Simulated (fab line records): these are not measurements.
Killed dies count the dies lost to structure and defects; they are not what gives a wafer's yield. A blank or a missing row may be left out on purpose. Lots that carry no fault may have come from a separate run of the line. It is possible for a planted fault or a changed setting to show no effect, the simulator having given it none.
Chamber matching | flow sky130 | 4 sister chambers for SKY_VIA3_CMP_24 on cmp-02
The step polishes, stops on SiO2, t overpolish 20 s, target thk 0 nm. 18 wafers are shown with their chamber, then 9 later ones without.

EACH WAFER AND ITS CHAMBER
wafer  | chamber | motorCurrentA (A) | timeToEndpointS (s) | slurryFlowMlMin
L854.1 | 2       | 11.5              | 98                  | 149.8
L854.4 | 3       | 9.2               | 92                  | 150.4
L854.6 | 3       | 9.5               | 98                  | 150.2
L859.2 | 0       | 13.6              | 105                 | 150.7
L859.4 | 2       | 11.6              | 98                  | 149.8
L859.6 | 0       | 13.8              | 100                 | 150.0
L862.2 | 0       | 13.4              | 102                 | 150.1
L862.5 | 3       | 9.3               | 93                  | 150.2
L862.6 | 2       | 11.8              | 94                  | 149.9
L864.1 | 2       | 11.6              | 101                 | 150.1
L864.2 | 0       | 13.9              | 105                 | 150.2
L864.5 | 3       | 9.6               | 94                  | 149.9
L865.1 | 2       | 11.7              | 95                  | 149.3
L865.3 | 3       | 9.2               | 93                  | 150.8
L865.5 | 1       | 9.6               | 95                  | 149.9
L866.2 | 0       | 13.3              | 99                  | 150.8
L866.4 | 2       | 11.7              | 92                  | 149.6
L866.5 | 3       | 9.0               | 90                  | 149.7

SIGNATURES, as means of the wafers listed above
reading         | chamber 0 | chamber 1 | chamber 2 | chamber 3 | scatter within a chamber
motorCurrentA   | 13.600    | 9.600     | 11.650    | 9.300     | 0.199
timeToEndpointS | 102.20    | 95.00     | 96.33     | 93.33     | 2.92
slurryFlowMlMin | 150.360   | 149.900   | 149.750   | 150.200   | 0.343
Rule: a wafer lies at a distance from a chamber equal to the root of the sum of squares, over the readings, of (its reading less the chamber's mean, divided by the reading's scatter). The wafer belongs to the nearest chamber; if the next one is less than 2 further off, it can't be placed. The scatter is the square root of a quotient: the sum, over the shown wafers, of each reading's squared deviation from its chamber's mean, divided by wafers minus chambers.

WAFERS WITHOUT THEIR CHAMBER
wafer  | motorCurrentA (A) | timeToEndpointS (s) | slurryFlowMlMin
L867.1 | 13.9              | 105                 | 150.4
L867.2 | 10.6              | 95                  | 150.8
L867.4 | 12.1              | 93                  | 150.8
L868.1 | 13.5              | 98                  | 150.2
L868.3 | 9.9               | 92                  | 149.8
L868.6 | 13.3              | 101                 | 150.5
L874.2 | 11.1              | 101                 | 150.7
L874.3 | 10.7              | 104                 | 149.8
L874.5 | 10.0              | 96                  | 149.3

WHICH CHAMBER EACH WENT THROUGH
wafer  | from the rows above          | in truth
L867.1 | 0                            | 0
L867.2 | can't be placed: 1 or 2 or 3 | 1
L867.4 | 2                            | 2
L868.1 | 0                            | 0
L868.3 | can't be placed: 1 or 3      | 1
L868.6 | 0                            | 0
L874.2 | 2                            | 2
L874.3 | can't be placed: 2 or 1      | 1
L874.5 | can't be placed: 1 or 3      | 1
5 of 9 placed correctly. These rows do not allow placing 4 (true chamber among the candidates in 4). Number placed wrongly: 0.
